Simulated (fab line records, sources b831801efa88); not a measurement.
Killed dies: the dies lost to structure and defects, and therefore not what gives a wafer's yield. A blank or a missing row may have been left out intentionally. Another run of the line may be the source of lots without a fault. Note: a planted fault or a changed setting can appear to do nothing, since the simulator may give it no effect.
Which of the tools did it? + flow gf180mcu + 39 wafers sampled from 13 lots at 1 step of a route of 602

## WHAT THE GAUGES SHOWED, per wafer
GF_V2_OVL_MEAS_15.
| lot  | measured     | on         | V2_OVL (nm) |
|------|--------------|------------|-------------|
| L523 | day 20 08:50 | overlay-02 | -4 -6 -6    |
| L524 | day 20 11:29 | overlay-02 | 3 1 1       |
| L525 | day 21 00:40 | overlay-01 | -8 2 3      |
| L531 | day 23 08:13 | overlay-01 | 5 8 5       |
| L532 | day 23 13:34 | overlay-01 | 0 4 -3      |
| L536 | day 25 00:11 | overlay-01 | -1 0 2      |
| L539 | day 25 20:19 | overlay-02 | 5 4 6       |
| L540 | day 26 04:17 | overlay-02 | 6 8 5       |
| L542 | day 26 17:34 | overlay-02 | -5 3 -7     |
| L543 | day 26 23:19 | overlay-02 | 6 0 5       |
| L544 | day 27 11:40 | overlay-02 | -6 6 6      |
| L545 | day 27 13:05 | overlay-01 | 15 4 6      |
| L546 | day 27 19:28 | overlay-02 | -17 -11 -5  |

## TOOL THAT RAN EACH LOT (tool first, then ch and the chambers of the sampled wafers, then the start)
Before these readings, the record contains no process step.

## AS READ BY THE TOOLS THEMSELVES (means over the sampled wafers that have a number; for cases with no such wafer, the mark the record gives instead)
The record holds no such reading with a usual standard deviation.

## THE ANSWER, worked out from the rows above alone
Rule: what is usual is taken from the lots themselves. The widest of any qualifying gaps counts: lots, ordered by their means at a reading, are off when they make up no more than a third of the lots, leave a main group of 4 or more, and stand apart from it by 3 or more times the standard deviation of that group's means. The tables above print the reading to a certain number of digits; a main group whose means all agree to those digits is not used. A lot without any number at a reading at which 4 lots or more have one is off too. Any other lot the step has rows for is counted as sound. The gauges are gone through in route order, then the tools' own readings, and for those a lot's mean is taken as printed above. At the first step where some lot is off, the reading lying furthest off is the one used; lots without a number count as furthest.
None of the lots is off at any reading shown; this tells nothing.

## WHAT THE SIMULATOR HAD INSERTED
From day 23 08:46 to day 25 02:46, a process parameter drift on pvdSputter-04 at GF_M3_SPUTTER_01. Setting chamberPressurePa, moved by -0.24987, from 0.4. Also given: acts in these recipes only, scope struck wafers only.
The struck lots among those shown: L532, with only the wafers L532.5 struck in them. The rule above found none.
